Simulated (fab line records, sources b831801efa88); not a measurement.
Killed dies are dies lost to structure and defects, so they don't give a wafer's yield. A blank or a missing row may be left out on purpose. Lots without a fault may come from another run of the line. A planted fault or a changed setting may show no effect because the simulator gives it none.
fab line records | flow gf180mcu
record lots=7 wafers=21 last_day=33
route steps=602 shown HV_LDD@197
lots that met no fault: from a run of the same line without faults
start_h: hours from the record's first day to the start of the lot's first wafer shown | wait_h: hours since the lot's step before | " the same as in the row above | L1.1+2: a row that stands for several wafers | - no value, or no start given | * or withheld: withheld | < > ~ a bound
route shown NAME@n: a module of which the file shows steps, and the number in the route of the first | usual: mean/standard deviation of fault-free wafers | same: alike in all rows | chamber/n: place in a boat | sites: the reading at each site | _std_site: their standard deviation | _edge_site: outer sites' mean less inner sites' | radius_mm: how far each site lies from the wafer's centre | mask NAME#n: copy n | behind: the tool/chamber that last shaped the wafer | hold: why the lot was held/for how many hours/how that ended | device: the transistor (n, p or np) that didn't switch | end of line: the same wafers' tests at the end of the route | a step without rows: its recipe alone | killed: dies lost to structure and defects at the first sort, not the wafer's yield | map: a wafer's dies, x killed, . not, _ none there
set.NAME: the setting as run; set.NAME@STEP: as run at that earlier step | model.NAME: the simulator's own value behind a step, which no gauge read
lots at some steps of the route; a table a step, a row a wafer
services: from which hour (start_h, from the record's first day; less than 0 if before it) a tool's chamber was out of use, for how many hours, and why
## steps
# step GF_HV_LDD_IMPLANT_21
# recipe species=BF2 energy_kev=25 dose_cm2=5.244e+13 tilt_deg=7
# step GF_HV_LDD_STRIP_22
# recipe chemistry=O2/N2 power_w=1400 pressure_mtorr=1500 platen_temp_c=250 o2_flow_sccm=3000 n2_flow_sccm=300 overash_fraction=0.5
# usual chamber_pressure_mTorr=1500.0/1.4 drypump_motor_current_A=5.5/0.37 heater_power_w=343/69 oes_product_au=0.716/0.0047 strip_time_to_endpoint_s=12.62/0.032
# columns lot.wafer tool chamber start_h wait_h chamber_pressure_mTorr drypump_motor_current_A heater_power_w oes_product_au rf_hours_counter_h strip_time_to_endpoint_s
L566.1 plasma_asher-01 0 290.95 0.1 1500.6 5.7 344 0.714 70 12.59
L566.2 " 1 " " 1501.7 5.6 309 0.709 70 12.59
L566.6 " 0 " " 1499.1 5.7 334 0.718 - 12.59
L567.3 plasma_asher-02 1 295.99 0.1 1501.1 5.2 391 0.712 - 12.67
L567.5 " 1 " " 1501.4 5.2 390 0.712 - 12.62
L567.6 " 0 " " 1501.3 6.2 279 0.713 - 12.63
L568.1 plasma_asher-03 1 306.16 0.1 1500.8 4.9 475 0.719 61 12.66
L568.4 " 1 " " 1500.7 4.9 477 0.711 - 12.66
L568.5 " 0 " " 1498.6 5.6 276 0.714 - 12.65
L569.1 plasma_asher-03 0 311.56 0.1 1500.0 5.6 271 0.711 61 12.62
L569.3 " 0 " " 1500.9 5.6 272 0.718 - 12.64
L569.6 " 0 " " 1503.7 5.6 274 0.718 - 12.61
L573.4 plasma_asher-03 1 340.25 0.1 1498.5 4.9 479 0.715 - 12.68
L573.5 " 1 " " 1499.4 4.9 494 0.714 - 12.65
L573.6 " 0 " " 1502.2 5.6 274 0.725 - 12.70
L577.2 plasma_asher-01 1 375.86 0.1 1500.8 5.6 307 0.717 79 12.64
L577.3 " 1 " " 1498.2 5.6 314 0.713 - 12.60
L577.4 " 0 " " 1501.5 5.7 333 0.720 - 12.62
L578.2 plasma_asher-01 0 379.31 0.1 1500.6 5.7 332 0.715 80 12.63
L578.3 " 0 " " 1499.4 5.7 343 0.726 - 12.62
L578.5 " 0 " " 1498.7 5.7 350 0.723 - 12.62
# step GF_HV_LDD_TW_MEAS_23
# usual HV_LDD_2_TW=1066/6.7
# columns lot.wafer tool chamber start_h wait_h HV_LDD_2_TW
L566.1 film_metro-01 - 291.05 0.1 1063
L566.2 " - " " 1060
L566.6 " - " " 1061
L567.3 film_metro-01 - 296.07 0.1 1065
L567.5 " - " " 1061
L567.6 " - " " 1061
L568.1 film_metro-04 - 306.26 0.1 1059
L568.4 " - " " 1064
L568.5 " - " " 1070
L569.1 film_metro-01 - 311.66 0.1 1057
L569.3 " - " " 1060
L569.6 " - " " 1056
L573.4 film_metro-04 - 340.34 0.1 1070
L573.5 " - " " 1075
L573.6 " - " " 1070
L577.2 film_metro-01 - 375.97 0.1 1057
L577.3 " - " " 1059
L577.4 " - " " 1053
L578.2 film_metro-04 - 379.42 0.1 1065
L578.3 " - " " 1063
L578.5 " - " " 1064
# step GF_HV_LDD_DEHYDRATE_24
# recipe temp_c=200 time_s=60
# step GF_HV_LDD_HMDS_25
# recipe prime_time_s=60 prime_temp_c=120
# step GF_HV_LDD_COAT_26
# recipe resist=NOVOLAK spin_rpm=3000 resist_thk_nm=1000
# step GF_HV_LDD_SOFTBAKE_27
# recipe temp_c=90 time_s=60 resist=NOVOLAK
# step GF_HV_LDD_EXPOSE_28
# recipe mask_id=Nplus_HV_AREA target_cd_nm=400 na=0.6 source_shape=conventional sigma_outer=0.6 dose_mj=140
# step GF_HV_LDD_PEB_29
# recipe temp_c=withheld time_s=* resist=NOVOLAK
# step GF_HV_LDD_DEVELOP_30
# recipe develop_time_s=62.6 dev_temp_c=23
# step GF_HV_LDD_CD_MEAS_31
# recipe target_cd_nm=400
# usual cd_nm=404.2/2.6
# columns lot.wafer tool chamber start_h wait_h cd_nm
L566.1 cd_sem-01 - 310.95 0.1 403.2
L566.2 " - " " 402.9
L566.6 " - " " 401.9
L567.3 cd_sem-01 - 315.39 0.1 400.8
L567.5 " - " " 403.0
L567.6 " - " " 402.3
L568.1 cd_sem-02 - 327.06 0.1 403.3
L568.4 " - " " 402.2
L568.5 " - " " 401.7
L569.1 cd_sem-02 - 332.10 0.1 405.8
L569.3 " - " " 402.9
L569.6 " - " " 402.5
L573.4 cd_sem-02 - 362.26 0.1 402.8
L573.5 " - " " 401.7
L573.6 " - " " 405.6
L577.2 cd_sem-01 - 397.32 0.1 411.1
L577.3 " - " " 411.1
L577.4 " - " " 409.8
L578.2 cd_sem-02 - 401.07 0.1 404.1
L578.3 " - " " 401.5
L578.5 " - " " 403.6
# step GF_HV_LDD_OVL_MEAS_32
# usual HV_LDD_02_OVL=-0.2/1.2
# columns lot.wafer tool chamber start_h wait_h HV_LDD_02_OVL[nm]
L566.1 overlay-01 - 311.07 0.1 0.3
L566.2 " - " " -1.5
L566.6 " - " " -1.7
L567.3 overlay-01 - 315.49 0.1 -0.8
L567.5 " - " " -1.3
L567.6 " - " " 0.1
L568.1 overlay-01 - 327.18 0.1 0.0
L568.4 " - " " -0.5
L568.5 " - " " 0.5
L569.1 overlay-02 - 332.22 0.1 0.5
L569.3 " - " " -1.0
L569.6 " - " " 0.7
L573.4 overlay-02 - 362.34 0.1 0.0
L573.5 " - " " -2.2
L573.6 " - " " -2.6
L577.2 overlay-02 - 397.43 0.1 -0.7
L577.3 " - " " 0.5
L577.4 " - " " -0.2
L578.2 overlay-02 - 401.18 0.1 -1.4
L578.3 " - " " -1.0
L578.5 " - " " -0.2
# step GF_HV_LDD_IMPLANT_33
# recipe species=P energy_kev=60 dose_cm2=7.5e+12 tilt_deg=30 rotation_deg=0
# usual beam_energy_keV=59.994/0.02 beam_on_s=10.02/0.19 dose_ions_cm2=7.499e+12/7.8e+09
# columns lot.wafer tool chamber start_h wait_h beam_energy_keV beam_on_s dose_ions_cm2
L566.1 implanter-03 0 311.11 0.0 59.956 10.13 7.483e+12
L566.2 " 0 " " 59.969 9.84 7.493e+12
L566.6 " 0 " " 59.981 9.93 7.49e+12
L567.3 implanter-04 - 315.56 0.1 - - -
L567.5 " - " " - - -
L567.6 " - " " - - -
L568.1 implanter-04 - 327.21 0.0 - - -
L568.4 " - " " - - -
L568.5 " - " " - - -
L569.1 implanter-03 - 332.25 0.0 - - -
L569.3 " - " " - - -
L569.6 " - " " - - -
L573.4 implanter-03 0 362.43 0.1 60.018 10.04 7.497e+12
L573.5 " 0 " " 59.984 10.00 7.492e+12
L573.6 " 0 " " 60.031 10.11 7.506e+12
L577.2 implanter-03 0 397.49 0.0 59.992 10.12 7.507e+12
L577.3 " 0 " " 59.983 10.22 7.506e+12
L577.4 " 0 " " 59.981 9.91 7.509e+12
L578.2 implanter-03 0 401.23 0.0 59.964 9.97 7.495e+12
L578.3 " 0 " " 59.980 9.98 7.498e+12
L578.5 " 0 " " 59.988 10.20 7.499e+12
# step GF_HV_LDD_IMPLANT_34
# recipe species=P energy_kev=60 dose_cm2=7.5e+12 tilt_deg=30 rotation_deg=90
# step GF_HV_LDD_IMPLANT_35
# recipe species=P energy_kev=60 dose_cm2=7.5e+12 tilt_deg=30 rotation_deg=180
# step GF_HV_LDD_IMPLANT_36
# recipe species=P energy_kev=60 dose_cm2=7.5e+12 tilt_deg=30 rotation_deg=270
# step GF_HV_LDD_STRIP_37
# recipe chemistry=O2/N2 power_w=1400 pressure_mtorr=1500 platen_temp_c=250 o2_flow_sccm=3000 n2_flow_sccm=300 overash_fraction=0.5
# usual chamber_pressure_mTorr=1499.9/1.4 drypump_motor_current_A=5.6/0.45 heater_power_w=342/67 oes_product_au=0.716/0.0045 strip_time_to_endpoint_s=12.62/0.037
# columns lot.wafer tool chamber start_h wait_h chamber_pressure_mTorr drypump_motor_current_A heater_power_w oes_product_au rf_hours_counter_h strip_time_to_endpoint_s
L566.1 plasma_asher-02 1 311.71 0.1 1499.4 5.2 394 0.708 21 12.64
L566.2 " 0 " " 1498.7 6.2 282 0.723 21 12.65
L566.6 " 1 " " 1499.9 5.2 391 0.718 - 12.63
L567.3 plasma_asher-02 1 316.14 0.1 1499.2 5.2 386 0.717 - 12.58
L567.5 " 1 " " 1499.6 5.2 396 0.717 - 12.57
L567.6 " 0 " " 1498.7 6.2 282 0.713 - 12.55
L568.1 plasma_asher-02 1 327.81 0.1 1499.7 5.2 380 0.721 22 12.63
L568.4 " 0 " " 1499.3 6.2 288 0.717 - 12.67
L568.5 " 1 " " 1500.9 5.2 404 0.715 - 12.60
L569.1 plasma_asher-03 1 332.85 0.1 1499.7 4.9 481 0.716 63 12.61
L569.3 " 0 " " 1498.7 5.6 268 0.714 - 12.63
L569.6 " 1 " " 1500.6 4.9 477 0.709 - 12.61
L573.4 plasma_asher-01 1 362.99 0.1 1501.3 5.6 305 0.715 - 12.64
L573.5 " 0 " " 1501.1 5.7 332 0.720 - 12.57
L573.6 " 1 " " 1501.8 5.6 302 0.720 - 12.59
L577.2 plasma_asher-02 1 398.06 0.1 1497.9 5.2 391 0.713 28 12.58
L577.3 " 1 " " 1500.3 5.2 389 0.716 - 12.59
L577.4 " 0 " " 1500.0 6.2 291 0.718 - 12.61
L578.2 plasma_asher-01 0 401.81 0.1 1498.9 5.7 343 0.716 83 12.61
L578.3 " 1 " " 1499.9 5.5 310 0.716 - 12.59
L578.5 " 1 " " 1499.2 5.5 309 0.712 - 12.59
# step GF_HV_LDD_TW_MEAS_38
# usual HV_LDD_3_TW=1434/9.7
# columns lot.wafer tool chamber start_h wait_h hold HV_LDD_3_TW
L566.1 film_metro-04 - 311.81 0.1 - 1435
L566.2 " - " " - 1425
L566.6 " - " " - 1431
L567.3 film_metro-04 - 316.23 0.1 await_dispo/0.2h/release 1305
L567.5 " - " " await_dispo/0.2h/release 1300
L567.6 " - " " await_dispo/0.2h/release 1303
L567.3 film_metro-04 - 316.46 0.2 - 1294
L567.5 " - " " - 1299
L567.6 " - " " - 1305
L568.1 film_metro-01 - 327.91 0.1 await_dispo/0.2h/release 1307
L568.4 " - " " await_dispo/0.2h/release 1301
L568.5 " - " " await_dispo/0.2h/release 1306
L568.1 film_metro-01 - 328.20 0.3 - 1309
L568.4 " - " " - 1302
L568.5 " - " " - 1307
L569.1 film_metro-03 - 332.95 0.1 await_dispo/0.2h/release 1314
L569.3 " - " " await_dispo/0.2h/release 1319
L569.6 " - " " await_dispo/0.2h/release 1314
L569.1 film_metro-03 - 333.18 0.2 - 1309
L569.3 " - " " - 1314
L569.6 " - " " - 1315
L573.4 film_metro-03 - 363.09 0.1 - 1431
L573.5 " - " " - 1440
L573.6 " - " " - 1438
L577.2 film_metro-03 - 398.17 0.1 - 1449
L577.3 " - " " - 1449
L577.4 " - " " - 1452
L578.2 film_metro-03 - 402.01 0.2 - 1443
L578.3 " - " " - 1442
L578.5 " - " " - 1443
# step GF_HV_LDD_HMDS_40
# recipe prime_time_s=60 prime_temp_c=120
# step GF_HV_LDD_COAT_41
# recipe resist=NOVOLAK spin_rpm=3000 resist_thk_nm=1000
# step GF_HV_LDD_SOFTBAKE_42
# recipe temp_c=90 time_s=60 resist=NOVOLAK
# step GF_HV_LDD_EXPOSE_43
# recipe mask_id=Pplus_HV_AREA target_cd_nm=400 na=0.6 source_shape=conventional sigma_outer=0.6 dose_mj=140
# step GF_HV_LDD_PEB_44
# recipe temp_c=withheld time_s=* resist=NOVOLAK
# step GF_HV_LDD_DEVELOP_45
# recipe develop_time_s=60 dev_temp_c=23
# step GF_HV_LDD_CD_MEAS_46
# recipe target_cd_nm=400
# usual cd_nm=399.7/2.5
# columns lot.wafer tool chamber start_h wait_h cd_nm
L566.1 cd_sem-01 - 332.11 0.1 396.7
L566.2 " - " " 397.2
L566.6 " - " " 397.0
L567.3 cd_sem-02 - 336.85 0.1 397.6
L567.5 " - " " 396.6
L567.6 " - " " 396.1
L568.1 cd_sem-02 - 348.31 0.1 401.6
L568.4 " - " " 400.4
L568.5 " - " " 401.0
L569.1 cd_sem-02 - 354.75 0.1 401.8
L569.3 " - " " 399.8
L569.6 " - " " 403.2
L573.4 cd_sem-01 - 385.77 0.1 400.3
L573.5 " - " " 400.3
L573.6 " - " " 402.4
L577.2 cd_sem-02 - 420.92 0.1 396.6
L577.3 " - " " 398.8
L577.4 " - " " 398.6
L578.2 cd_sem-01 - 425.27 0.1 400.6
L578.3 " - " " 402.2
L578.5 " - " " 402.5
# step GF_HV_LDD_OVL_MEAS_47
# usual HV_LDD_03_OVL=-0.4/1.3
# columns lot.wafer tool chamber start_h wait_h HV_LDD_03_OVL[nm]
L566.1 overlay-01 - 332.23 0.1 0.3
L566.2 " - " " -0.1
L566.6 " - " " 0.6
L567.3 overlay-02 - 336.94 0.1 -0.8
L567.5 " - " " -2.3
L567.6 " - " " -2.0
L568.1 overlay-01 - 348.43 0.1 0.2
L568.4 " - " " 0.6
L568.5 " - " " 1.4
L569.1 overlay-01 - 354.87 0.1 1.7
L569.3 " - " " 0.5
L569.6 " - " " -0.1
L573.4 overlay-01 - 385.84 0.1 1.5
L573.5 " - " " 2.7
L573.6 " - " " 1.6
L577.2 overlay-02 - 421.03 0.1 -0.5
L577.3 " - " " 0.4
L577.4 " - " " 0.4
L578.2 overlay-01 - 425.38 0.1 -0.1
L578.3 " - " " 0.4
L578.5 " - " " 0.0
# step GF_HV_LDD_IMPLANT_48
# recipe species=B energy_kev=25 dose_cm2=3.062e+13 tilt_deg=7
# step GF_HV_LDD_STRIP_49
# recipe chemistry=O2/N2 power_w=1400 pressure_mtorr=1500 platen_temp_c=250 o2_flow_sccm=3000 n2_flow_sccm=300 overash_fraction=0.5
# usual chamber_pressure_mTorr=1499.9/1.3 drypump_motor_current_A=5.5/0.38 heater_power_w=344/69 oes_product_au=0.715/0.0044 strip_time_to_endpoint_s=12.61/0.03
# columns lot.wafer tool chamber start_h wait_h chamber_pressure_mTorr drypump_motor_current_A heater_power_w oes_product_au rf_hours_counter_h strip_time_to_endpoint_s
L566.1 plasma_asher-02 1 332.41 0.1 1499.7 5.2 395 0.720 23 12.64
L566.2 " 0 " " 1498.8 6.3 283 0.712 23 12.68
L566.6 " 1 " " 1500.6 5.2 396 0.707 - 12.60
L567.3 plasma_asher-03 0 337.15 0.1 1498.8 5.6 272 0.722 - 12.67
L567.5 " 0 " " 1500.2 5.6 272 0.719 - 12.67
L567.6 " 1 " " 1499.7 4.9 472 0.722 - 12.65
L568.1 plasma_asher-02 1 348.61 0.1 1499.4 5.2 386 0.718 24 12.64
L568.4 " 0 " " 1498.7 6.2 279 0.719 - 12.66
L568.5 " 1 " " 1499.9 5.2 391 0.718 - 12.64
L569.1 plasma_asher-01 0 355.06 0.1 1498.8 5.7 342 0.713 77 12.59
L569.3 " 0 " " 1499.4 5.8 344 0.720 - 12.64
L569.6 " 1 " " 1500.8 5.5 303 0.716 - 12.60
L573.4 plasma_asher-03 1 386.04 0.1 1499.6 4.9 483 0.715 - 12.62
L573.5 " 1 " " 1500.2 4.9 488 0.721 - 12.59
L573.6 " 0 " " 1501.3 5.6 274 0.714 - 12.59
L577.2 plasma_asher-01 1 421.21 0.1 1499.3 5.5 310 0.724 85 12.65
L577.3 " 1 " " 1500.6 5.5 316 0.713 - 12.59
L577.4 " 0 " " 1498.7 5.7 340 0.710 - 12.59
L578.2 plasma_asher-01 1 425.56 0.1 1500.4 5.6 306 0.712 85 12.62
L578.3 " 1 " " 1498.8 5.6 298 0.717 - 12.61
L578.5 " 0 " " 1498.6 5.7 334 0.717 - 12.60
# step GF_HV_LDD_TW_MEAS_50
# usual HV_LDD_4_TW=571/3.5
# columns lot.wafer tool chamber start_h wait_h HV_LDD_4_TW
L566.1 film_metro-03 - 332.51 0.1 577
L566.2 " - " " 573
L566.6 " - " " 570
L567.3 film_metro-03 - 337.23 0.1 575
L567.5 " - " " 573
L567.6 " - " " 572
L568.1 film_metro-03 - 348.71 0.1 573
L568.4 " - " " 571
L568.5 " - " " 572
L569.1 film_metro-03 - 355.16 0.1 573
L569.3 " - " " 573
L569.6 " - " " 573
L573.4 film_metro-04 - 386.14 0.1 573
L573.5 " - " " 571
L573.6 " - " " 570
L577.2 film_metro-01 - 421.32 0.1 567
L577.3 " - " " 570
L577.4 " - " " 568
L578.2 film_metro-03 - 425.67 0.1 576
L578.3 " - " " 578
L578.5 " - " " 578
# step GF_HV_LDD_CLEAN_51
# recipe chemistry=SC1/SC2 mix=1:4:20 temp_c=70 time_s=150 dry=n2_spin
# step GF_HV_LDD_RTA_52
# recipe temp_c=1000 time_s=10 ambient=N2
# usual lamp_power_pct=31.4/2.4 wafer_temp_C_max=1003.2/1.2
# columns lot.wafer tool chamber start_h wait_h lamp_power_pct wafer_temp_C_max
L566.1 rtp_anneal-02 0 332.62 0.0 29.3 1003.5
L566.2 " 0 " " 29.2 1005.3
L566.6 " 0 " " 29.3 1005.3
L567.3 rtp_anneal-02 0 337.34 0.0 29.2 1004.3
L567.5 " 0 " " 29.2 1003.4
L567.6 " 0 " " 29.2 1004.3
L568.1 rtp_anneal-01 0 348.82 0.0 34.1 1002.4
L568.4 " 0 " " 34.1 1002.2
L568.5 " 0 " " 34.1 1002.0
L569.1 rtp_anneal-01 0 355.27 0.0 34.0 1001.6
L569.3 " 0 " " 34.1 1002.1
L569.6 " 0 " " 34.1 1002.4
L573.4 rtp_anneal-01 0 386.29 0.1 34.0 1002.1
L573.5 " 0 " " 34.1 1002.9
L573.6 " 0 " " 34.0 1002.3
L577.2 rtp_anneal-02 0 421.43 0.0 29.3 1004.0
L577.3 " 0 " " 29.2 1003.7
L577.4 " 0 " " 29.2 1004.7
L578.2 rtp_anneal-02 0 425.78 0.0 29.2 1005.0
L578.3 " 0 " " 29.2 1004.5
L578.5 " 0 " " 29.3 1004.6
# step GF_HV_LDD_RS_MEAS_53
# recipe thk_meas_gauge=four-point-probe
# usual HV_LDD_RS=418.1/0.99
# columns lot.wafer tool chamber start_h wait_h hold HV_LDD_RS[ohm/sq]
L566.1 film_metro-01 - 332.69 0.1 - 417.6
L566.2 " - " " - 417.6
L566.6 " - " " - 417.6
L567.3 film_metro-03 - 337.43 0.1 await_dispo/0.2h/release 440.8
L567.5 " - " " await_dispo/0.2h/release 440.7
L567.6 " - " " await_dispo/0.2h/release 440.2
L567.3 film_metro-03 - 337.72 0.3 - 441.4
L567.5 " - " " - 440.6
L567.6 " - " " - 440.8
L568.1 film_metro-01 - 348.89 0.1 await_dispo/0.2h/release 438.6
L568.4 " - " " await_dispo/0.2h/release 438.8
L568.5 " - " " await_dispo/0.2h/release 437.2
L568.1 film_metro-01 - 349.20 0.3 - 438.5
L568.4 " - " " - 438.6
L568.5 " - " " - 438.5
L569.1 film_metro-04 - 355.34 0.1 await_dispo/0.2h/release 439.9
L569.3 " - " " await_dispo/0.2h/release 439.6
L569.6 " - " " await_dispo/0.2h/release 439.1
L569.1 film_metro-04 - 355.62 0.3 - 438.9
L569.3 " - " " - 439.7
L569.6 " - " " - 439.4
L573.4 film_metro-01 - 386.42 0.1 - 418.3
L573.5 " - " " - 417.6
L573.6 " - " " - 418.3
L577.2 film_metro-01 - 421.51 0.1 - 415.4
L577.3 " - " " - 417.1
L577.4 " - " " - 417.1
L578.2 film_metro-01 - 425.86 0.1 - 417.5
L578.3 " - " " - 418.7
L578.5 " - " " - 418.0
# step GF_HV_LDD_CVD_54
# recipe material=SiO2 target_thk_nm=10 precursor=TEOS temp_c=680 time_s=75 pressure_mtorr=400
# usual spike_tc_upper_C=680.0/1.2 zone_power_top_pct=21.3/1.4
# columns lot.wafer tool chamber start_h wait_h hold spike_tc_upper_C zone_power_top_pct model.SiO2_of_HV_LDD_CVD_54.thk_nm
L566.1 lpcvd-01 0 332.81 0.1 - 681.7 20.8 9.984
L566.2 " 0 " " - 678.1 20.7 10.1
L566.6 " 0 " " - 678.7 20.9 10.11
L567.3 lpcvd-01 0 341.89 4.2 await_dispo/3.2h/release 678.8 20.8 9.816
L567.5 " 0 " " await_dispo/3.2h/release 678.9 20.5 9.75
L567.6 " 0 " " await_dispo/3.2h/release 678.5 20.7 9.855
L568.1 lpcvd-01 1 357.97 8.7 await_dispo/7.8h/release 680.8 19.5 9.924
L568.4 " 1 " " await_dispo/7.8h/release 680.1 19.5 9.866
L568.5 " 1 " " await_dispo/7.8h/release 680.4 19.4 9.89
L569.1 lpcvd-01 1 358.34 2.7 await_dispo/2.6h/release 682.1 19.2 9.702
L569.3 " 1 " " await_dispo/2.6h/release 679.8 19.2 9.794
L569.6 " 1 " " await_dispo/2.6h/release 681.2 19.2 9.862
L573.4 lpcvd-02 1 386.48 0.0 - 680.6 22.0 9.921
L573.5 " 1 " " - 681.7 21.6 9.955
L573.6 " 1 " " - 680.0 21.8 9.991
L577.2 lpcvd-01 0 421.61 0.1 - 680.3 20.9 9.659
L577.3 " 0 " " - 678.3 20.4 9.648
L577.4 " 0 " " - 680.5 21.0 9.723
L578.2 lpcvd-02 1 425.96 0.1 - 679.2 21.8 10.2
L578.3 " 1 " " - 680.4 21.9 10.22
L578.5 " 1 " " - 681.2 22.0 10.3
# step GF_HV_LDD_THK_MEAS_55
# recipe reads=SiO2_of_HV_LDD_CVD_54
# usual HV_LDD_CVD_54_THK=9.93/0.18
# columns lot.wafer tool chamber start_h wait_h HV_LDD_CVD_54_THK[nm]
L566.1 film_metro-04 - 333.83 0.0 9.97
L566.2 " - " " 10.08
L566.6 " - " " 10.13
L567.3 film_metro-01 - 343.03 0.1 9.81
L567.5 " - " " 9.77
L567.6 " - " " 9.84
L568.1 film_metro-03 - 358.99 0.0 9.94
L568.4 " - " " 9.90
L568.5 " - " " 9.89
L569.1 film_metro-04 - 359.36 0.0 9.70
L569.3 " - " " 9.75
L569.6 " - " " 9.88
L573.4 film_metro-04 - 387.53 0.0 9.94
L573.5 " - " " 9.94
L573.6 " - " " 9.96
L577.2 film_metro-01 - 422.64 0.0 9.70
L577.3 " - " " 9.64
L577.4 " - " " 9.75
L578.2 film_metro-01 - 426.99 0.0 10.22
L578.3 " - " " 10.23
L578.5 " - " " 10.28
## services
# columns tool chamber start_h hours kind
implanter-03 - 270.63 1.2 repair
implanter-03 - 284.03 0.6 repair
implanter-04 - 308.48 3.6 repair
plasma_asher-03 - 346.28 15.2 repair
plasma_asher-02 - 372.37 15.6 pm
implanter-04 - 390.72 7.5 repair
lpcvd-01 - 393.56 17.2 pm
implanter-04 - 402.68 1.2 repair
implanter-04 - 406.93 22.0 pm
rtp_anneal-02 - 413.65 3.2 pm
plasma_asher-03 - 421.25 9.0 pm
plasma_asher-03 0 421.25 9.0 vent_cycle
plasma_asher-03 1 421.25 9.0 vent_cycle
implanter-03 - 422.99 2.4 repair
## key
first_sign step=GF_HV_LDD_IMPLANT_33 reading=tool_record direction=missing
effect step=GF_HV_LDD_TW_MEAS_38 reading=visit direction=added
effect step=GF_HV_LDD_TW_MEAS_38 reading=HV_LDD_3_TW direction=down sigmas=13 usual=1434 struck=1308
effect step=GF_HV_LDD_RS_MEAS_53 reading=visit direction=added
effect step=GF_HV_LDD_RS_MEAS_53 reading=HV_LDD_RS direction=up sigmas=22 usual=418.1 struck=439.4
model_effect step=GF_HV_LDD_CVD_54 value=SiO2_of_HV_LDD_CVD_54.thk_nm without=10.01 struck=9.829
met_at GF_HV_LDD_IMPLANT_33
struck_wafers L567.3,L567.5,L567.6,L568.1,L568.4,L568.5,L569.1,L569.3,L569.6
later_rows_left_out L567.3,L567.5,L567.6,L568.1,L568.4,L568.5,L569.1,L569.3,L569.6
sort_left_out L567.3,L567.5,L567.6,L568.1,L568.4,L568.5,L569.1,L569.3,L569.6
tester_left_out L567,L568,L569
onset_between 311.11 315.56
fault kind=skipped_step_whole tool=implanter-03,implanter-04 chamber=- onset_h=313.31 steps=GF_HV_LDD_IMPLANT_33 scope=struck_lots_only
# tester_left_out: of these lots the tester's yield and bins aren't shown, on N5 and GAA mostly nor the transistor test; their killed dies are dies lost to structure and defects alone, not to doping, threshold or leakage, so they don't give the yield
# sort_left_out: the simulated sort isn't trusted on such a fault, so these wafers' sort isn't shown, and their yield isn't known
# later_rows_left_out: the simulator's readings of these wafers behind a module that went badly wrong aren't trusted and aren't shown, but for the sort
